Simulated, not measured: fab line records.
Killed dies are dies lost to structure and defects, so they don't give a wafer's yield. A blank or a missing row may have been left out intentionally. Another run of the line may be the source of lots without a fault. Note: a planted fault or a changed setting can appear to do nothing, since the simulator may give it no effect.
Which tool is to blame? :: flow sky130 :: route of 708 steps, sampled at 1 step: 7 lots, 21 wafers

## WHAT EACH GAUGE READ, for each wafer
SKY_VIA2_RS_MEAS_22: the measuring method here is four-point-probe.
lot: L768
measured: day 37 07:39
on: film-metro-01
VIA2_W_RS (ohm/sq): 0.267 0.276 0.271

lot: L767
measured: day 37 09:50
on: film-metro-02
VIA2_W_RS (ohm/sq): 0.275 0.275 0.267

lot: L770
measured: day 37 20:52
on: film-metro-01
VIA2_W_RS (ohm/sq): 0.278 0.273 0.279

lot: L772
measured: day 38 07:59
on: film-metro-03
VIA2_W_RS (ohm/sq): 0.274 0.274 0.267

lot: L781
measured: day 41 21:59
on: film-metro-01
VIA2_W_RS (ohm/sq): 0.276 0.273 0.264

lot: L780
measured: day 41 23:44
on: film-metro-02
VIA2_W_RS (ohm/sq): 0.261 0.273 0.272

lot: L785
measured: day 42 10:50
on: film-metro-03
VIA2_W_RS (ohm/sq): 0.276 0.275 0.273

## TOOL THAT RAN EACH LOT (tool first, then ch and the chambers of the sampled wafers, then the start)
There is no process step in the record ahead of these readings.

## THE ANSWER, worked out from the rows above alone
Rule: the lots themselves supply what counts as usual. Put in order of their means at a reading, lots are off if they are a third of the lots or fewer, leave a main group of 4 or more, and stand apart from it by a gap of 3 or more times the standard deviation of the main group's means; of several such gaps the widest counts. If all means in a main group match to the digits the tables above print for the reading, that group is not used. A lot without any number at a reading at which 4 lots or more have one is off too. The other lots that the step has rows for count as sound.
Across all readings shown, no lot is off: no conclusion can be drawn from this.

## WHAT THE SIMULATOR PUT IN
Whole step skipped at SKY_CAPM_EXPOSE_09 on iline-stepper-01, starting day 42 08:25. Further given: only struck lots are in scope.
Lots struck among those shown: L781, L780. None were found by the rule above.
